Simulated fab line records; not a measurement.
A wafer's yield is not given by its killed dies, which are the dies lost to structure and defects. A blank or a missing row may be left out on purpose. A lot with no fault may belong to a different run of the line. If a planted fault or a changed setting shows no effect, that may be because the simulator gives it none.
Chamber matching    flow sfq_line    SFQ_TRILAYER_I1_CMP_CMP_046 on cmp-01 has 4 sister chambers
The step polishes SiO2. 16 wafers are shown with their chamber, then 8 later ones without.

## WAFERS WITH THEIR CHAMBER
wafer   chamber  motor_current_A (A)  time_to_endpoint_s (s)  edge_zone_pressure_frac
L936.3  2        9.8                  220                     1.002
L936.4  3        11.6                 221                     1.007
L936.6  0        11.4                 213                     0.995
L941.1  2        9.9                  212                     1.004
L941.3  3        12.1                 229                     1.002
L941.5  1        8.6                  219                     0.996
L945.4  3        12.2                 225                     1.009
L945.5  0        11.3                 228                     0.996
L945.6  3        11.5                 225                     1.002
L946.2  0        10.8                 206                     0.995
L946.1  2        10.0                 213                     0.999
L946.3  3        11.4                 212                     0.993
L952.3  0        11.4                 215                     1.014
L952.5  1        8.7                  212                     1.000
L952.6  0        11.5                 217                     1.008
L953.1  1        8.7                  217                     0.999

SIGNATURES, as means of the wafers listed above
reading                  chamber 0  chamber 1  chamber 2  chamber 3  scatter within a chamber
motor_current_A          11.280     8.667      9.900      11.760     0.269
time_to_endpoint_s       215.80     216.00     215.00     222.40     6.36
edge_zone_pressure_frac  1.00160    0.99833    1.00167    1.00260    0.00638
Rule: a wafer's distance from a chamber is the root of the sum, over the readings, of the square of ((its reading less the chamber's mean) divided by the reading's scatter). The wafer belongs to the nearest chamber; if the next one is less than 2 further off, it can't be placed. How the scatter is found: for the shown wafers, subtract from each reading the mean of its chamber, square and add these, divide the total by (wafers less chambers), then take the root.

## WAFERS WITHOUT THEIR CHAMBER
wafer   motor_current_A (A)  time_to_endpoint_s (s)  edge_zone_pressure_frac
L953.2  11.1                 219                     1.001
L953.5  9.9                  234                     1.002
L955.4  10.1                 215                     0.993
L955.1  10.7                 209                     1.001
L955.2  8.3                  213                     0.994
L956.1  10.5                 211                     1.004
L956.2  11.7                 213                     1.004
L956.5  10.6                 214                     0.998

## EACH ONE'S CHAMBER
wafer   from the rows above           in truth
L953.2  can't be placed: 0 or 3       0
L953.5  2                             2
L955.4  2                             2
L955.1  can't be placed: 0 or 2       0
L955.2  1                             1
L956.1  can't be placed: 2 or 0       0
L956.2  can't be placed: 3 or 0       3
L956.5  can't be placed: 0 or 2 or 3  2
Placed correctly: 3 of 8. From these rows, 5 cannot be placed; in 5 the true chamber is one of the candidates. Placed wrongly: 0.
